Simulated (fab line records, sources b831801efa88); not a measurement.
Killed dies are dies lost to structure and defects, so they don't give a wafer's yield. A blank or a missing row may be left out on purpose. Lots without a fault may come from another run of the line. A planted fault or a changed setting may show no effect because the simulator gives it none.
Chamber matching | flow sky130 | SKY_METAL4_ETCH_17 on rie_diel-02: 4 sister chambers
The step etches SiO2 in C4F8/O2/Ar, stops on TiN, time 3.9 s, target depth 15 nm. 8 wafers are shown with their chamber, then 7 later ones without.

WAFERS WITH THEIR CHAMBER
wafer  | chamber | oes_product_au (a.u.)
L234.1 | 2       | 0.749
L234.5 | 1       | 0.753
L234.6 | 2       | 0.746
L238.2 | 3       | 0.750
L238.4 | 0       | 0.760
L238.5 | 1       | 0.758
L241.2 | 0       | 0.741
L241.3 | 3       | 0.744

WAFERS WITHOUT THEIR CHAMBER
wafer  | oes_product_au (a.u.)
L241.4 | 0.759
L246.3 | 0.741
L246.4 | 0.744
L246.5 | 0.751
L250.4 | 0.756
L250.5 | 0.746
L250.6 | 0.751

WHICH CHAMBER EACH WENT THROUGH
wafer  | from the rows above               | in truth
L241.4 | can't be placed: 1 or 0 or 2 or 3 | 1
L246.3 | can't be placed: 3 or 2 or 0 or 1 | 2
L246.4 | can't be placed: 3 or 2 or 0 or 1 | 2
L246.5 | can't be placed: 0 or 2 or 3 or 1 | 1
L250.4 | can't be placed: 1 or 0 or 2 or 3 | 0
L250.5 | can't be placed: 3 or 2 or 0 or 1 | 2
L250.6 | can't be placed: 0 or 2 or 3 or 1 | 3
Placed correctly: 0 of 7. Can't be placed from these rows: 7 (the true chamber is among the candidates in 7). Placed wrongly: 0.
How it was worked out, from the rows above alone: a wafer's distance from a chamber is the root of the sum, over the readings, of the square of ((its reading less the chamber's mean) divided by the reading's scatter). The wafer belongs to the nearest chamber; if the next one is less than 2 further off, it can't be placed. A chamber's mean is the mean of its shown wafers. The scatter: the root of (the sum of the squares of (reading less its chamber's mean) over the shown wafers, divided by (wafers less chambers)).
